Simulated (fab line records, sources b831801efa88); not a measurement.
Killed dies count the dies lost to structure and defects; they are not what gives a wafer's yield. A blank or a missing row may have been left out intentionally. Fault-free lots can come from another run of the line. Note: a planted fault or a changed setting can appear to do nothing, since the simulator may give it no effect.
fab line records    flow sky130
[record] lots = 12  wafers = 36  last_day = 50
route steps=708 shown METAL4@631 VIA4@658 PASSIVATION@681 PAD_OPEN@708
lots untouched by any fault: they come from a run of this same line in which no faults occurred
start_h: hours from the record's first day to the start of the lot's first wafer shown    wait_h: hours elapsed since this lot's preceding step    " same as the row above    L1.1+2: several wafers, shown together as one row    - value missing, or start not given    * or withheld: withheld    < > ~ a bound
route shown NAME@n: NAME is a module with steps in the file, n the number in the route of the first one    usual: mean and standard deviation over wafers with no fault    same: alike in all rows    chamber/n: place in a boat    sites: per-site readings    _std_site: how widely they spread, as a standard deviation    _edge_site: outer sites' mean less inner sites'    radius_mm: for every site, how far away it sits from the centre of the wafer    mask NAME#n: copy n    behind: tool/chamber where the wafer was last shaped    hold: the reason the lot was held/the length of the hold in hours/how it ended    device: which transistor (n, p or np) failed to switch    end of line: at the end of the route, the tests of the same wafers    where a step has no rows: the recipe by itself    killed: the dies lost at the first sort to structure and to defects; this is not the yield of the wafer    map: a wafer's dies, x killed, . not, _ none there
set.NAME: setting as actually run; set.NAME@STEP: the setting as run at that earlier step    model.NAME: the simulator's own value behind a step, which no gauge read
one table for each step of the route and one row for each wafer, over a sample of lots
services: a tool's chamber out of use, with start hour (start_h, from the record's first day; less than 0 if before it), hours out, and reason
[[steps]]
[step SKY_METAL4_DESCUM_15]
[recipe] chemistry = O2  source_power_w = 150  bias_power_w = 0  pressure_mtorr = 10  temp_c = 40  time_s = 8
[usual] drypump_motor_current_A = 5.3/0.4  oes_product_au = 1.000/0.0073
lot.wafer  tool          chamber  start_h  wait_h  drypump_motor_current_A  oes_product_au  rf_hours_counter_h
L148.3     rie_metal-04  0        1013.44  0.0     5.2                      1.004           -
L148.4     "             1        "        "       5.8                      1.004           -
L148.6     "             0        "        "       5.2                      1.000           -
L149.2     rie_metal-03  1        1024.74  0.0     5.0                      1.002           7.3
L149.5     "             1        "        "       5.0                      1.017           -
L149.6     "             0        "        "       5.3                      1.006           -
L151.1     rie_metal-04  0        1028.18  0.0     5.2                      1.003           10.1
L151.4     "             1        "        "       5.8                      1.011           -
L151.5     "             0        "        "       5.2                      1.001           -
L153.3     rie_metal-03  0        1043.55  0.0     5.3                      0.994           -
L153.4     "             1        "        "       5.0                      0.995           -
L153.6     "             0        "        "       5.3                      0.994           -
L154.1     rie_metal-03  0        1045.64  0.0     5.3                      0.993           10.3
L154.4     "             0        "        "       5.3                      1.000           -
L154.6     "             0        "        "       5.3                      0.994           -
L155.1     rie_metal-02  0        1051.89  0.0     5.0                      1.007           8.8
L155.2     "             1        "        "       6.1                      1.010           6.8
L155.6     "             1        "        "       6.1                      1.001           -
L156.1     rie_metal-02  0        1061.88  0.0     4.9                      1.004           9.6
L156.2     "             1        "        "       6.1                      0.995           7.5
L156.6     "             1        "        "       6.1                      0.993           -
L157.2     rie_metal-03  0        1068.29  0.0     5.3                      1.011           11.7
L157.3     "             1        "        "       4.9                      0.996           -
L157.4     "             0        "        "       5.3                      1.008           -
L158.2     rie_metal-04  1        1077.88  0.0     5.8                      1.003           11.5
L158.3     "             1        "        "       5.8                      0.996           -
L158.5     "             1        "        "       5.8                      1.004           -
L160.1     rie_metal-02  0        1091.73  0.0     4.9                      1.001           11.4
L160.4     "             0        "        "       4.9                      0.996           -
L160.5     "             0        "        "       4.9                      1.015           -
L166.1     rie_metal-02  1        1120.88  0.0     6.1                      0.992           11.8
L166.5     "             0        "        "       4.9                      1.004           -
L166.6     "             1        "        "       6.1                      0.989           -
L169.1     rie_metal-03  1        1128.79  0.0     4.9                      1.001           14.9
L169.2     "             0        "        "       5.3                      0.995           16.2
L169.5     "             1        "        "       4.9                      0.993           -
[step SKY_VIA4_RS_MEAS_19]
[recipe] thk_meas_gauge = four-point-probe  reads = W_of_VIA4_CVD_18+TiN_of_VIA4_SPUTTER_17
[usual] VIA4_W_RS = 0.2273/0.002
lot.wafer  tool           chamber  start_h  wait_h  VIA4_W_RS[ohm/sq]
L148.3     film_metro-04  -        1034.41  0.1     0.2304
L148.4     "              -        "        "       0.2319
L148.6     "              -        "        "       0.2297
L149.2     film_metro-02  -        1045.78  0.1     0.2283
L149.5     "              -        "        "       0.2273
L149.6     "              -        "        "       0.2281
L151.1     film_metro-02  -        1048.45  0.1     0.2250
L151.4     "              -        "        "       0.2274
L151.5     "              -        "        "       0.2268
L153.3     film_metro-02  -        1069.82  0.1     0.2247
L153.4     "              -        "        "       0.2237
L153.6     "              -        "        "       0.2240
L154.1     film_metro-03  -        1071.69  0.1     0.2269
L154.4     "              -        "        "       0.2292
L154.6     "              -        "        "       0.2319
L155.1     film_metro-04  -        1076.99  0.1     0.2257
L155.2     "              -        "        "       0.2276
L155.6     "              -        "        "       0.2267
L156.1     film_metro-04  -        1086.75  0.1     0.2275
L156.2     "              -        "        "       0.2266
L156.6     "              -        "        "       0.2252
L157.2     film_metro-04  -        1100.96  0.1     0.2275
L157.3     "              -        "        "       0.2273
L157.4     "              -        "        "       0.2281
L158.2     film_metro-03  -        1101.30  0.1     0.2266
L158.3     "              -        "        "       0.2271
L158.5     "              -        "        "       0.2284
L160.1     film_metro-02  -        1114.60  0.1     0.2272
L160.4     "              -        "        "       0.2285
L160.5     "              -        "        "       0.2314
L166.1     film_metro-04  -        1141.75  0.1     0.2288
L166.5     "              -        "        "       0.2288
L166.6     "              -        "        "       0.2269
L169.1     film_metro-03  -        1150.55  0.1     0.2254
L169.2     "              -        "        "       0.2287
L169.5     "              -        "        "       0.2293
[step SKY_PASSIVATION_CVD_00]
[recipe] material = SiO2  target_thk_nm = 90  temp_c = 400  time_s = withheld  rf_w = 600
[usual] heater_power_outer_w = 408/65  heater_power_w = 685/84
lot.wafer  tool      chamber  start_h  wait_h  heater_power_outer_w  heater_power_w
L148.3     pecvd-03  0        1058.19  0.0     309                   553
L148.4     "         2        "        "       405                   675
L148.6     "         0        "        "       304                   555
L149.2     pecvd-03  1        1071.09  0.0     454                   702
L149.5     "         1        "        "       459                   702
L149.6     "         0        "        "       272                   510
L151.1     pecvd-01  1        1074.00  0.0     406                   715
L151.4     "         2        "        "       431                   724
L151.5     "         1        "        "       421                   702
L153.3     pecvd-03  2        1092.92  0.0     421                   706
L153.4     "         2        "        "       418                   729
L153.6     "         0        "        "       330                   584
L154.1     pecvd-02  2        1094.34  0.0     453                   730
L154.4     "         2        "        "       452                   725
L154.6     "         1        "        "       438                   744
L155.1     pecvd-03  0        1100.37  0.0     282                   515
L155.2     "         1        "        "       485                   729
L155.6     "         0        "        "       285                   529
L156.1     pecvd-01  0        1108.81  0.0     545                   866
L156.2     "         2        "        "       337                   609
L156.6     "         1        "        "       477                   791
L157.2     pecvd-02  2        1121.99  0.0     405                   667
L157.3     "         0        "        "       337                   626
L157.4     "         1        "        "       435                   745
L158.2     pecvd-03  1        1122.31  0.0     466                   730
L158.3     "         2        "        "       318                   560
L158.5     "         1        "        "       472                   709
L160.1     pecvd-03  2        1135.12  0.0     388                   657
L160.4     "         2        "        "       381                   659
L160.5     "         1        "        "       455                   699
L166.1     pecvd-03  2        1161.75  0.0     352                   593
L166.5     "         1        "        "       458                   710
L166.6     "         2        "        "       347                   603
L169.1     pecvd-01  1        1170.58  0.0     447                   733
L169.2     "         0        "        "       529                   829
L169.5     "         2        "        "       415                   702
[step SKY_PASSIVATION_CVD_02]
[recipe] material = Si3N4  target_thk_nm = 540  temp_c = 400  time_s = withheld  rf_w = 450
[usual] heater_power_outer_w = 450/62  heater_power_w = 745/76
lot.wafer  tool      chamber  start_h  wait_h  heater_power_outer_w  heater_power_w
L148.3     pecvd-02  2        1058.27  0.0     547                   834
L148.4     "         1        "        "       411                   701
L148.6     "         0        "        "       334                   592
L149.2     pecvd-01  1        1071.18  0.0     473                   798
L149.5     "         2        "        "       498                   805
L149.6     "         1        "        "       497                   835
L151.1     pecvd-03  1        1074.08  0.1     458                   696
L151.4     "         2        "        "       460                   736
L151.5     "         1        "        "       487                   720
L153.3     pecvd-01  0        1093.00  0.0     476                   801
L153.4     "         1        "        "       501                   805
L153.6     "         2        "        "       465                   760
L154.1     pecvd-01  0        1094.42  0.1     451                   745
L154.4     "         2        "        "       370                   650
L154.6     "         1        "        "       489                   783
L155.1     pecvd-02  2        1100.45  0.1     543                   848
L155.2     "         1        "        "       454                   785
L155.6     "         1        "        "       480                   795
L156.1     pecvd-02  2        1108.89  0.1     431                   695
L156.2     "         0        "        "       376                   655
L156.6     "         2        "        "       467                   749
L157.2     pecvd-01  0        1122.07  0.0     548                   887
L157.3     "         1        "        "       386                   691
L157.4     "         0        "        "       563                   898
L158.2     pecvd-02  1        1122.39  0.0     372                   676
L158.3     "         0        "        "       361                   658
L158.5     "         2        "        "       510                   822
L160.1     pecvd-01  0        1135.20  0.1     522                   845
L160.4     "         2        "        "       384                   662
L160.5     "         0        "        "       531                   880
L166.1     pecvd-02  1        1161.83  0.1     389                   660
L166.5     "         0        "        "       318                   600
L166.6     "         2        "        "       512                   788
L169.1     pecvd-03  1        1170.66  0.1     485                   728
L169.2     "         0        "        "       407                   695
L169.5     "         2        "        "       349                   609
[step SKY_PASSIVATION_THK_MEAS_03]
[recipe] reads = Si3N4_of_PASSIVATION_CVD_02
[usual] PASSIVATION_CVD_02_THK = 540/7.3
lot.wafer  tool           chamber  start_h  wait_h  PASSIVATION_CVD_02_THK[nm]
L148.3     film_metro-03  -        1058.51  -       537
L148.4     "              -        "        "       547
L148.6     "              -        "        "       549
L149.2     film_metro-02  -        1071.42  -       539
L149.5     "              -        "        "       545
L149.6     "              -        "        "       553
L151.1     film_metro-02  -        1074.30  -       529
L151.4     "              -        "        "       537
L151.5     "              -        "        "       543
L153.3     film_metro-01  -        1093.25  -       539
L153.4     "              -        "        "       552
L153.6     "              -        "        "       542
L154.1     film_metro-01  -        1094.64  -       528
L154.4     "              -        "        "       543
L154.6     "              -        "        "       538
L155.1     film_metro-03  -        1100.68  -       546
L155.2     "              -        "        "       548
L155.6     "              -        "        "       550
L156.1     film_metro-02  -        1109.12  -       545
L156.2     "              -        "        "       541
L156.6     "              -        "        "       553
L157.2     film_metro-01  -        1122.42  -       588
L157.3     "              -        "        "       539
L157.4     "              -        "        "       534
L158.2     film_metro-02  -        1122.63  -       533
L158.3     "              -        "        "       541
L158.5     "              -        "        "       540
L160.1     film_metro-02  -        1135.43  -       601
L160.4     "              -        "        "       539
L160.5     "              -        "        "       539
L166.1     film_metro-01  -        1162.06  -       535
L166.5     "              -        "        "       549
L166.6     "              -        "        "       543
L169.1     film_metro-03  -        1170.89  -       521
L169.2     "              -        "        "       524
L169.5     "              -        "        "       535
[step SKY_PAD_OPEN_PROBE_99]
[usual] defect_limited_yield = 82.1/2  killed_at_M0_to_M3 = 43/6.4  killed_at_M4_up = 3.2/1.8  killed_at_contacts = 25/5.5  killed_at_front_end = 16/5.2  killed_at_other = 0.3/0.49  killed_dies = 88/10  killed_open = 48/7  killed_short = 40/7.1  sort_bin_3_pad_short = 0.9/0.42  sort_bin_5_function = 10.5/1.6  sort_bin_6_memory = 6.5/1.2  sort_n_pass = 404/10  sort_yield_pct = 82.1/2
[same] gross_dies = 492  killed_at_back_side = 0  sort_bin_4_leakage[%] = 0  sort_bin_8_speed[%] = 0
lot.wafer  tool       chamber  start_h  wait_h  defect_limited_yield[%]  killed_at_M0_to_M3  killed_at_M4_up  killed_at_contacts  killed_at_front_end  killed_at_other  killed_dies  killed_open  killed_short  sort_bin_3_pad_short[%]  sort_bin_5_function[%]  sort_bin_6_memory[%]  sort_n_pass  sort_yield_pct[%]
L158.2     prober-02  -        1161.95  0.1     81.7                     47                  3                24                  16                   0                90           55           35            1.2                      10.4                    6.7                   402          81.7
L158.3     prober-02  -        1162.00  0.2     83.3                     38                  3                25                  16                   0                82           51           31            0.6                      7.3                     8.7                   410          83.3
L158.5     prober-02  -        1162.10  0.2     83.3                     45                  1                23                  13                   0                82           47           35            0.8                      10.6                    5.3                   410          83.3
L160.1     prober-01  -        1174.35  0.1     83.7                     46                  3                23                  7                    1                80           48           32            1.0                      8.9                     6.3                   412          83.7
L160.4     prober-01  -        1174.50  0.2     79.3                     38                  3                37                  23                   1                102          58           44            0.8                      13.6                    6.3                   390          79.3
L160.5     prober-01  -        1174.55  0.2     83.3                     36                  3                27                  15                   1                82           43           39            0.8                      9.8                     6.1                   410          83.3
L166.1     prober-01  -        1198.45  0.1     81.1                     47                  4                27                  15                   0                93           50           43            0.6                      12.8                    5.5                   399          81.1
L166.5     prober-01  -        1198.65  0.2     85.8                     36                  4                19                  11                   0                70           40           30            1.0                      7.7                     5.5                   422          85.8
L166.6     prober-01  -        1198.70  0.2     80.5                     52                  3                29                  12                   0                96           52           44            0.8                      12.0                    6.7                   396          80.5
// killed by level:class
L158.2 VIA1:geometric_particle:open=13 VIA2:geometric_particle:open=9 CONTACT:geometric_particle:open=9 LI_CONTACT:geometric_particle:open=7 METAL1:geometric_particle:short=7 CONTACT:geometric_particle:short=5 FIELD_ISO:geometric_particle:open=4 VIA2:geometric_particle:short=4
L158.3 CONTACT:geometric_particle:open=9 POLY_GATE:geometric_particle:open=7 VIA1:geometric_particle:short=7 CONTACT:geometric_particle:short=6 VIA1:geometric_particle:open=6 LI_CONTACT:geometric_particle:open=5 VIA2:geometric_particle:open=5 VIA3:geometric_particle:open=4
L158.5 VIA2:geometric_particle:open=9 LI_CONTACT:geometric_particle:open=7 VIA1:geometric_particle:open=7 CONTACT:geometric_particle:open=7 VIA1:geometric_particle:short=6 METAL2:geometric_particle:short=5 FIELD_ISO:geometric_particle:short=4 SPACER:geometric_particle:open=4
L160.1 VIA1:geometric_particle:open=16 LI_CONTACT:geometric_particle:open=10 VIA2:geometric_particle:open=8 METAL2:geometric_particle:short=7 CONTACT:geometric_particle:open=6 FIELD_ISO:geometric_particle:open=3 LI_CONTACT:geometric_particle:short=3 LOCAL_INTERCONNECT:geometric_particle:short=3
L160.4 CONTACT:geometric_particle:open=15 LI_CONTACT:geometric_particle:open=11 FIELD_ISO:geometric_particle:short=9 VIA3:geometric_particle:open=9 FIELD_ISO:geometric_particle:open=6 CONTACT:geometric_particle:short=6 VIA1:geometric_particle:open=6 VIA1:geometric_particle:short=5
L160.5 CONTACT:geometric_particle:open=11 METAL1:geometric_particle:short=9 VIA1:geometric_particle:open=7 CONTACT:geometric_particle:short=5 VIA2:geometric_particle:open=5 POLY_GATE:geometric_particle:open=4 LI_CONTACT:geometric_particle:open=4 METAL2:geometric_particle:short=4
L166.1 LI_CONTACT:geometric_particle:open=13 VIA2:geometric_particle:open=10 VIA1:geometric_particle:open=10 METAL1:geometric_particle:short=7 LI_CONTACT:geometric_particle:short=6 FIELD_ISO:geometric_particle:open=5 VIA3:geometric_particle:short=5 POLY_GATE:geometric_particle:short=4
L166.5 CONTACT:geometric_particle:open=11 VIA1:geometric_particle:open=8 METAL1:geometric_particle:short=6 FIELD_ISO:geometric_particle:open=5 VIA1:geometric_particle:short=5 LI_CONTACT:geometric_particle:open=4 VIA3:geometric_particle:open=4 VIA2:geometric_particle:open=3
L166.6 VIA2:geometric_particle:open=13 VIA1:geometric_particle:open=12 METAL1:geometric_particle:short=10 CONTACT:geometric_particle:short=8 LI_CONTACT:geometric_particle:open=7 CONTACT:geometric_particle:open=7 LOCAL_INTERCONNECT:geometric_particle:short=5 METAL2:geometric_particle:short=4
[[services]]
tool          chamber  start_h  hours  kind
rie_metal-02  -        989.58   2.2    repair
pecvd-01      1        990.12   14.2   repair
pecvd-01      2        1000.25  2.1    scheduled_down
pecvd-03      1        1034.41  2.1    scheduled_down
pecvd-01      1        1042.12  2.1    scheduled_down
pecvd-03      0        1050.40  5.5    scheduled_down
rie_metal-03  -        1061.44  1.4    pm
pecvd-03      2        1070.91  2.9    repair
rie_metal-02  -        1106.79  1.4    pm
pecvd-01      -        1112.87  1.3    repair
pecvd-01      2        1118.06  5.5    scheduled_down
pecvd-02      2        1124.47  11.4   repair
pecvd-02      1        1128.05  2.1    scheduled_down
pecvd-03      2        1136.11  3.2    repair
pecvd-03      0        1139.15  5.2    repair
pecvd-01      0        1140.46  5.5    scheduled_down
pecvd-01      0        1162.78  2.1    scheduled_down
[[key]]
[first_sign] step = SKY_PASSIVATION_THK_MEAS_03  reading = PASSIVATION_CVD_02_THK  direction = up  sigmas = 7.5  usual = 540  struck = 595
effect none on later readings
met_at SKY_PASSIVATION_CVD_02
struck_lots L157,L160
struck_wafers L157.2,L160.1
not_acting_at SKY_METAL4_DESCUM_15,SKY_VIA4_RS_MEAS_19,SKY_PASSIVATION_CVD_00
onset_between 1094.42 1122.07
[fault] kind = process_parameter_drift  tool = pecvd-01  chamber = -  onset_h = 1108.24  steps = SKY_PASSIVATION_CVD_02  channel = time_s  offset = withheld  shape = step  end_h = 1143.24  scope = struck_wafers_only  acts_in = *
